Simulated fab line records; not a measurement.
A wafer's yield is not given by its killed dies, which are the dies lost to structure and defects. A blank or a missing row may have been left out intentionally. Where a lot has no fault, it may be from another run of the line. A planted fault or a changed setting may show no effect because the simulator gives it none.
Which tool is to blame?	flow gf180mcu	13 lots, 39 wafers sampled, at 6 steps of a route of 602

WHAT EACH GAUGE READ, for each wafer
GF_LVPWELL_TW_MEAS_11. Usual: for LVPWELL_TW the level is 558 and the standard deviation is 4.
lot	measured	on	LVPWELL_TW	flag
L513	day 3 20:29	filmMetro-02	561 558 560	
L514	day 4 01:44	filmMetro-02	558 555 556	
L518	day 5 03:55	filmMetro-04	561 560 563	
L520	day 5 12:40	filmMetro-04	562 562 560	
L521	day 5 18:40	filmMetro-02	561 562 558	
L523	day 6 05:58	filmMetro-02	559 559 556	
L525	day 6 17:24	filmMetro-01	553 555 555	
L526	day 6 21:46	filmMetro-02	558 556 558	
L527	day 7 05:18	filmMetro-04	563 565 564	
L528	day 7 11:40	filmMetro-01	553 553 551	
L529	day 7 14:56	filmMetro-04	567 561 563	
L531	day 8 04:44	filmMetro-01	557 552 556	
L536	day 9 12:49	filmMetro-02	557 556 556	

GF_MVSD_TW_MEAS_11. Usual: for MVSD_TW the level is 1574 and the standard deviation is 12.
lot	measured	on	MVSD_TW	flag
L513	day 4 10:24	filmMetro-01	1551 1554 1557	
L514	day 4 16:19	filmMetro-01	1556 1553 1551	
L518	day 5 19:31	filmMetro-04	1589 1583 1583	
L520	day 6 04:20	filmMetro-04	1590 1587 1591	
L521	day 6 09:52	filmMetro-01	1568 1569 1569	
L523	day 6 21:26	filmMetro-01	1561 1561 1567	
L525	day 7 09:27	filmMetro-02	1575 1583 1579	
L526	day 7 13:33	filmMetro-04	1690 1681 1690	OFF
L527	day 7 20:58	filmMetro-04	1588 1586 1592	
L528	day 8 04:39	filmMetro-02	1574 1579 1592	
L529	day 8 07:14	filmMetro-02	1678 1681 1685	OFF
L531	day 8 22:13	filmMetro-01	1673 1670 1669	OFF
L536	day 10 06:51	filmMetro-01	1553 1552 1560	

GF_MVPSD_OVL_MEAS_07. Usual: for MVPSD_OVL the level is 1.6 nm and the standard deviation is 1.3.
lot	measured	on	MVPSD_OVL (nm)	flag
L513	day 5 00:01	overlay-01	2.2 0.7 2.1	
L514	day 5 06:04	overlay-02	-1.3 -1.5 0.1	
L518	day 6 09:49	overlay-01	2.1 1.6 0.5	
L520	day 6 18:43	overlay-01	1.8 1.1 1.0	
L521	day 7 00:56	overlay-01	2.6 3.0 3.3	
L523	day 7 12:46	overlay-01	2.2 1.0 0.9	
L525	day 8 01:52	overlay-02	1.6 1.1 2.7	
L526	day 8 06:01	overlay-01	-1.1 -0.1 -0.8	
L527	day 8 13:25	overlay-02	0.0 -0.4 0.2	
L528	day 8 21:25	overlay-01	0.5 0.7 0.5	
L529	day 9 00:35	overlay-01	1.4 2.2 1.1	
L531	day 9 15:31	overlay-02	2.5 3.1 3.0	
L536	day 11 01:01	overlay-01	2.4 1.5 0.3	

GF_VT_IMPLANT_RS_MEAS_46: the measuring method here is four-point-probe. Usual: for MVSD_RS the level is 456.7 ohm/sq and the standard deviation is 1.2.
lot	measured	on	MVSD_RS (ohm/sq)	flag
L513	day 7 13:20	filmMetro-01	456.2 456.2 456.7	
L514	day 7 20:42	filmMetro-01	456.5 456.5 456.8	
L518	day 9 02:28	filmMetro-04	458.4 457.9 456.5	
L520	day 9 14:01	filmMetro-01	456.2 456.4 456.4	
L521	day 9 19:22	filmMetro-04	457.8 455.9 457.0	
L523	day 10 10:47	filmMetro-01	455.9 456.6 455.5	
L525	day 10 23:34	filmMetro-04	455.6 456.1 455.6	
L526	day 11 06:07	filmMetro-01	406.5 407.0 406.3	OFF
L527	day 11 14:20	filmMetro-04	457.2 457.1 457.0	
L528	day 11 23:29	filmMetro-01	454.8 454.5 453.6	
L529	day 12 01:28	filmMetro-02	407.2 407.1 406.2	OFF
L531	day 12 19:51	filmMetro-04	405.2 404.7 405.5	OFF
L536	day 14 09:02	filmMetro-04	456.7 457.9 457.8	

TOOL THAT RAN EACH LOT (tool first, then ch and the chambers of the sampled wafers, then the start)
lot	GF_MVSD_IMPLANT_08	GF_MVPSD_STRIP_10
L513	implanter-04 ch 0, day 4 10:01	plasmaAsher-01 ch 1, day 5 00:20
L514	implanter-02 ch 0, day 4 15:56	plasmaAsher-04 ch 0,1, day 5 06:30
L518	implanter-04 ch 0, day 5 19:07	plasmaAsher-03 ch 0,1, day 6 10:08
L520	implanter-02 ch 0, day 6 03:56	plasmaAsher-01 ch 0,1, day 6 19:03
L521	implanter-02 ch 0, day 6 09:30	plasmaAsher-03 ch 0,1, day 7 01:18
L523	implanter-04 ch 0, day 6 21:02	plasmaAsher-04 ch 0,1, day 7 13:06
L525	implanter-02 ch 0, day 7 09:03	plasmaAsher-01 ch 1, day 8 02:11
L526	implanter-02 ch 0, day 7 13:09	plasmaAsher-04 ch 0,1, day 8 06:21
L527	implanter-04 ch 0, day 7 20:35	plasmaAsher-03 ch 0,1, day 8 13:44
L528	implanter-04 ch 0, day 8 04:16	plasmaAsher-01 ch 0,1, day 8 21:44
L529	implanter-02 ch 0, day 8 06:50	plasmaAsher-03 ch 0,1, day 9 00:55
L531	implanter-02 ch 0, day 8 21:50	plasmaAsher-04 ch 0,1, day 9 15:52
L536	implanter-04 ch 0, day 10 06:28	plasmaAsher-03 ch 0, day 11 01:20
- GF_MVSD_IMPLANT_08
- GF_MVPSD_STRIP_10: strips in O2/N2.

AS READ BY THE TOOLS THEMSELVES (means over the sampled wafers that have a number; for cases with no such wafer, the mark the record gives instead)
GF_MVSD_IMPLANT_08. Usual: beamOnS 10.02 s, standard deviation 0.19; endStationPressureTorr 5.05e-06 Torr, standard deviation 2.5e-07; faradayCurrentUA 90.0, standard deviation 1.7.
lot	tool	beamOnS (s)	endStationPressureTorr (Torr)	faradayCurrentUA	flag
L513	implanter-04	10.07	4.99e-06	89.6	
L514	implanter-02	9.92	5.20e-06	90.7	
L518	implanter-04	10.08	5.02e-06	89.6	
L520	implanter-02	9.90	5.32e-06	91.0	
L521	implanter-02	9.96	4.99e-06	90.9	
L523	implanter-04	9.85	5.17e-06	91.5	
L525	implanter-02	10.09	5.03e-06	89.8	
L526	implanter-02	12.75	1.10e-04	71.7	OFF
L527	implanter-04	10.13	5.18e-06	89.0	
L528	implanter-04	10.01	5.09e-06	90.3	
L529	implanter-02	12.56	1.13e-04	72.6	OFF
L531	implanter-02	12.51	1.14e-04	72.8	OFF
L536	implanter-04	9.90	4.95e-06	91.1	

GF_MVPSD_STRIP_10. Usual: drypumpMotorCurrentA 5.6 A, standard deviation 0.39; heaterPowerW 344 W, standard deviation 45; oesProductAu 0.722 a.u., standard deviation 0.0043; stripTimeToEndpointS 36.93 s, standard deviation 0.11.
lot	tool	drypumpMotorCurrentA (A)	heaterPowerW (W)	oesProductAu (a.u.)	stripTimeToEndpointS (s)	flag
L513	plasmaAsher-01	5.3	337	0.723	36.97	
L514	plasmaAsher-04	5.5	360	0.726	36.98	
L518	plasmaAsher-03	5.8	321	0.724	37.19	
L520	plasmaAsher-01	5.5	339	0.722	37.03	
L521	plasmaAsher-03	6.1	316	0.722	36.94	
L523	plasmaAsher-04	5.5	356	0.719	37.05	
L525	plasmaAsher-01	5.3	335	0.720	36.89	
L526	plasmaAsher-04	5.3	410	0.725	36.94	
L527	plasmaAsher-03	5.8	321	0.725	36.71	
L528	plasmaAsher-01	5.4	336	0.723	36.74	
L529	plasmaAsher-03	6.1	324	0.722	36.83	
L531	plasmaAsher-04	5.5	355	0.722	36.85	
L536	plasmaAsher-03	5.7	311	0.719	37.04	

THE ANSWER, worked out from the rows above alone
Rule: take the mean of a lot's wafers that have a number; if it is more than 3 standard deviations from the usual mean, the lot is off. Also off: a lot with no number at a reading for which 4 or more lots have one. All remaining lots with rows at the step are treated as sound. Order of review: gauges by route order, followed by the tools' own readings, for which a lot's mean as printed above is used. The first step at which some lot is off is used, and at that step the reading that is off furthest; a lot without a number counts as furthest.
Off: at GF_MVSD_TW_MEAS_11 (MVSD_TW), L526, L529, L531.
A tool fits if, at a process step before that reading, it ran every lot that is off, and no sound lot after the first of them. The gauges at GF_MVSD_TW_MEAS_11 aren't tried: what is off there is off at GF_MVSD_IMPLANT_08 too, on other tools, and a gauge's error can't cause that. One candidate fits, namely implanter-02 at GF_MVSD_IMPLANT_08. Its last sound lot is L525 (day 7 09:03), its first lot that is off L526 (day 7 13:09): a fault that began between those two fits.
The tool's own readings at GF_MVSD_IMPLANT_08 bear it out: on the lots that are off they differ by more than 5 times the standard deviation of the sound lots' means. beamOnS reads 12.61 s there against 9.99 s on the sound lots; endStationPressureTorr reads 1.12e-04 Torr there against 5.09e-06 Torr on the sound lots; faradayCurrentUA reads 72.4 there against 90.3 on the sound lots.

WHAT THE SIMULATOR HAD PUT IN
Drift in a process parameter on implanter-02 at GF_MVSD_IMPLANT_08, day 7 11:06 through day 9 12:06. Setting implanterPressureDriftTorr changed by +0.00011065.
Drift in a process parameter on implanter-02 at GF_MVSD_IMPLANT_08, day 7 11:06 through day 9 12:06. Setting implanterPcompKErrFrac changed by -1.
Struck lots among those shown: L526, L529, L531. The rule above found the same.
